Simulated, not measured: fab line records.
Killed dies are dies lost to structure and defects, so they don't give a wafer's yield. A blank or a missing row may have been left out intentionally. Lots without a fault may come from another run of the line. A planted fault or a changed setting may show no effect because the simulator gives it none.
Comparing a struck lot with a sound one / flow sky130 / 21 steps out of a route of 708
Sound: the wafers L424.4, L424.5, L424.6. Wafers L428.1, L428.2, L428.3 were the ones struck. The cause is named last.
For every step that has rows: the tool of each side, followed by ch and its chambers, followed by its first start. Under that, the readings that differ: sound wafers / struck wafers / difference of the means / sigmas: that difference in standard deviations of wafers without a fault.
alike: a reading whose means differ by less than 2 such deviations, as well as words and numbers matching on both sides. not compared: withheld readings; readings where some wafer has no value; bounds like >300 that might hide an equal value; numbers whose values overlap and for which the record gives no deviation.
The two part at a step that has a row with sigmas, a row that says differs or no value, or rows on one side only. Numbers that don't overlap but have no deviation are shown without sigmas and don't part them. A reading that every wafer of one side lacks parts them only if that side has two wafers or more.

SKY_SD_N_RS_MEAS_17: measures by four-point-probe.
  sound: film metro-01 at day 29 09:08; struck: film metro-03 at day 29 18:28
  alike: SD_P_RS
SKY_SD_N_RS_MEAS_18: measures by four-point-probe.
  sound: film metro-01 at day 29 09:15; struck: film metro-03 at day 29 18:35
  alike: RES_XHIGH_RS
then, 2 steps without rows for these wafers: SKY_SALICIDE_CLEAN_00 (cleans in HF-last, time 30 s); SKY_LI_CONTACT_HDPCVD_00 (deposits PSG, target thk 930 nm, time 155 s).
SKY_LI_CONTACT_THK_MEAS_01:
  sound: film metro-04 at day 29 09:28; struck: film metro-01 at day 29 18:49
reading=LI_CONTACT_HDPCVD_THK (nm); sound=942 950 952; struck=925 926 932; difference=-20; sigmas=-2
SKY_LI_CONTACT_CMP_02: polishes PSG.
  sound on cmp-01 ch 1,2,3, day 29 09:53; struck on cmp-02 ch 1,2,3, day 29 18:53
  alike: motor current A, time to endpoint s
SKY_LI_CONTACT_BOW_MEAS_03:
  sound: film metro-03 at day 29 10:06; struck: film metro-01 at day 29 19:11
  alike: LI_CONTACT_BOW
then, 5 steps without rows for these wafers: SKY_LI_CONTACT_DEHYDRATE_04 (time 60 s); SKY_LI_CONTACT_HMDS_05 (prime time 60 s); SKY_LI_CONTACT_COAT_06 (resist thk 60 nm); SKY_LI_CONTACT_COAT_07 (resist thk 450 nm); SKY_LI_CONTACT_SOFTBAKE_08 (time 90 s).
SKY_LI_CONTACT_EXPOSE_09: exposes mask LICM1, target cd 170 nm.
  sound on krf scanner-02 ch 0, day 29 23:31; struck on krf scanner-02 ch 0, day 30 09:49
reading=mask; sound=LICM1#0 LICM1#0 LICM1#0; struck=LICM1_R1#0 LICM1_R1#0 LICM1_R1#0; difference=differs; sigmas=
  alike: focus offset nm
then, 2 steps without rows for these wafers: SKY_LI_CONTACT_PEB_10; SKY_LI_CONTACT_DEVELOP_11 (develop time 60 s).
SKY_LI_CONTACT_CD_MEAS_12 targets a cd of 170 nm.
  sound: cd sem-01 at day 30 14:00; struck: cd sem-01 at day 30 23:30
reading=cd nm (nm); sound=168.9 168.2 168.9; struck=150.1 148.5 151.5; difference=-18.6; sigmas=-12
  not compared: hold
SKY_LI_CONTACT_OVL_MEAS_13:
  sound: overlay-01 at day 30 14:05; struck: overlay-02 at day 31 00:50
reading=hold; sound=- - -; struck=await dispo/1.2h/release await dispo/1.2h/release await dispo/1.2h/release; difference=no value on the sound wafers; sigmas=
  alike: LI_CONTACT_OVL
SKY_LI_CONTACT_ETCH_14: etches BARC in N2/H2, stops on SiO2, time 45.9 s, target depth 60 nm.
  sound on rie diel-04 ch 0,1,3, day 30 14:06; struck on rie diel-03 ch 0,1,2, day 31 00:52
reading=model.LI_CONTACT.cd nm (nm); sound=168.8 168.1 167.3; struck=151.3 149.9 151.7; difference=-17.1; sigmas=
  alike: drypump motor current A, h2 flow sccm, n2 flow sccm, oes product au, throttle valve pct
  not compared: rf hours counter h
SKY_LI_CONTACT_ETCH_15: etches PSG in C4F8/O2/Ar, stops on Si, target depth 600 nm.
  sound on rie diel-04 ch 0,1,3, day 30 14:08; struck on rie diel-03 ch 0,1,2, day 31 00:55
reading=model.LI_CONTACT.cd nm (nm); sound=169.1 168.6 167.6; struck=150.9 150.3 151.6; difference=-17.5; sigmas=
  alike: oes product au
SKY_LI_CONTACT_STRIP_16: strips in O2/N2.
  sound on plasma asher-02 ch 0,1, day 30 14:16; struck on plasma asher-02 ch 0,1, day 31 00:59
  alike: drypump motor current A, n2 flow sccm, oes product au, strip time to endpoint s
  not compared: rf hours counter h
-- record jumps: 16 days separate the struck wafers' starts on either side; left off in module LI_CONTACT, taken up again in module PAD_OPEN, whose first shown step is the route's number 708 --
SKY_PAD_OPEN_PROBE_99:
  sound: prober-02 at day 46 15:43; struck: prober-02 at day 46 23:35
reading=model.etest.licon pdiff.rc ohm; sound=602.3 593.1 599.7; struck=733.6 688.6 687.9; difference=+105.0; sigmas=
reading=model.etest.licon high po.rc ohm; sound=348.3 363.2 372.9; struck=392.8 412.6 422.4; difference=+47.8; sigmas=
reading=model.etest.nfet g5v0d10v5.r on ohm um; sound=1880 1864 1876; struck=1883 1890 1891; difference=+15; sigmas=
reading=model.etest.licon ndiff.rc ohm; sound=186.6 179 183.9; struck=218.2 221.7 212.9; difference=+34.4; sigmas=
  alike: killed_at_M0_to_M3, killed_at_M4_up, killed at contacts, killed at front end, killed at other, killed dies, killed open, killed short
  not compared: model.etest.pfet g5v0d10v5.r on ohm um, model.etest.pfet_01v8.r on ohm um, model.etest.nfet_01v8.r on ohm um, model.etest.sonos uncharged.r on ohm um

WHERE THEY PART
At SKY_LI_CONTACT_THK_MEAS_01 first; at SKY_LI_CONTACT_OVL_MEAS_13 last (within this record only). Later steps at which nothing parts them and some readings are alike: SKY_LI_CONTACT_ETCH_14, SKY_LI_CONTACT_ETCH_15, SKY_LI_CONTACT_STRIP_16, SKY_PAD_OPEN_PROBE_99.

WHY: what the simulator had put in
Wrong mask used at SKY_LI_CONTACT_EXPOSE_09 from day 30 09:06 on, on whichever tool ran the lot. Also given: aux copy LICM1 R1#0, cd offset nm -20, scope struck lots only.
